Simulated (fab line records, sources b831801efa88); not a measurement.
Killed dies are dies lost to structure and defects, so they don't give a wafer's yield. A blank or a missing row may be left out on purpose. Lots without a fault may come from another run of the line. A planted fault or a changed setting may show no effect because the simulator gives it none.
Problem report in the 8D (eight disciplines) form, filled by code | flow sky130 | the parts of the form that need people (team, actions taken, sign-off) are left out

1. THE PROBLEM
run_length_s at SKY_METAL4_ETCH_16 reads a mean of 104.4 s on 6 wafers of 2 lots; wafers without a fault read 116.6 s with a standard deviation of 0.46. That is -26 standard deviations from the usual mean.
The step: etches BARC in N2/H2, stops on SiO2, time 88.2 s, target depth 60 nm.
First seen on wafer L457.1, day 44 18:05, on rie_metal-03. The record holds 18 wafers of 6 lots with a number at this step. Rule for "out", or "out of limits": more than 4 standard deviations from the usual mean. The other wafers with a number count as sound.

2. WHAT IT IS AND WHAT IT IS NOT
question                    | is                           | is not
which readings at this step | run_length_s, oes_product_au | drypump_motor_current_A
which lots                  | L457, L458                   | L455, L456, L462, L470
which wafers of those lots  | all that have a number       | -
read on which tools         | rie_metal-03                 | rie_metal-01, rie_metal-02
when                        | from day 44 18:05            | up to then (6 sound wafers); but 6 sound wafers of L462, L470 came after

3. SUSPECTS, AND WHAT RULES EACH OUT
Counting: a tool at a process step up to the reading stays a suspect if it ran every lot that is out and no sound lot after the first of them.
- rie_metal-03 at SKY_METAL4_DESCUM_15 (chemistry O2, time 8 s): kept. It ran every lot that is out, first L457 (day 44 18:04), and no sound lot after that; its last sound lot up to then is L456 (day 44 07:19).
- rie_metal-03 at SKY_METAL4_ETCH_16 (etches BARC in N2/H2, stops on SiO2, time 88.2 s, target depth 60 nm): kept. It ran every lot that is out, first L457 (day 44 18:05), and no sound lot after that; its last sound lot up to then is L456 (day 44 07:20). Its own readings are out on those wafers: oes_product_au, run_length_s.
Left after counting: rie_metal-03 at SKY_METAL4_DESCUM_15, rie_metal-03 at SKY_METAL4_ETCH_16.

4. THE CAUSE (what the simulator had put in)
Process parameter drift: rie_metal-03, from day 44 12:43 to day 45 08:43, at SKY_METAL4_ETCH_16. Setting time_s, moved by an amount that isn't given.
Counting left 2 suspects, and this tool is among them.

5. THE CHAIN OF EFFECTS, in route order
Each row: a reading whose mean over the struck wafers that have a number lies more than 3 standard deviations from the usual. Only readings for which the record gives a usual standard deviation are gone through. hours: the time from each lot's start at the first step in this table that gives one to its start at this step, as a median over the lots. sigmas: the change in usual standard deviations.
hours | step               | reading        | usual      | on struck wafers | change | sigmas
0     | SKY_METAL4_ETCH_16 | oes_product_au | 0.626 a.u. | 0.696            | +0.070 | +16
0     | SKY_METAL4_ETCH_16 | run_length_s   | 116.6 s    | 104.4            | -12.2  | -26
The process steps in it:
- SKY_METAL4_ETCH_16: etches BARC in N2/H2, stops on SiO2, time 88.2 s, target depth 60 nm.

6. WHAT WOULD HAVE CAUGHT IT SOONER
In this record the first reading out of limits was taken at day 44 18:05, 5 hours after the fault began at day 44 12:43.
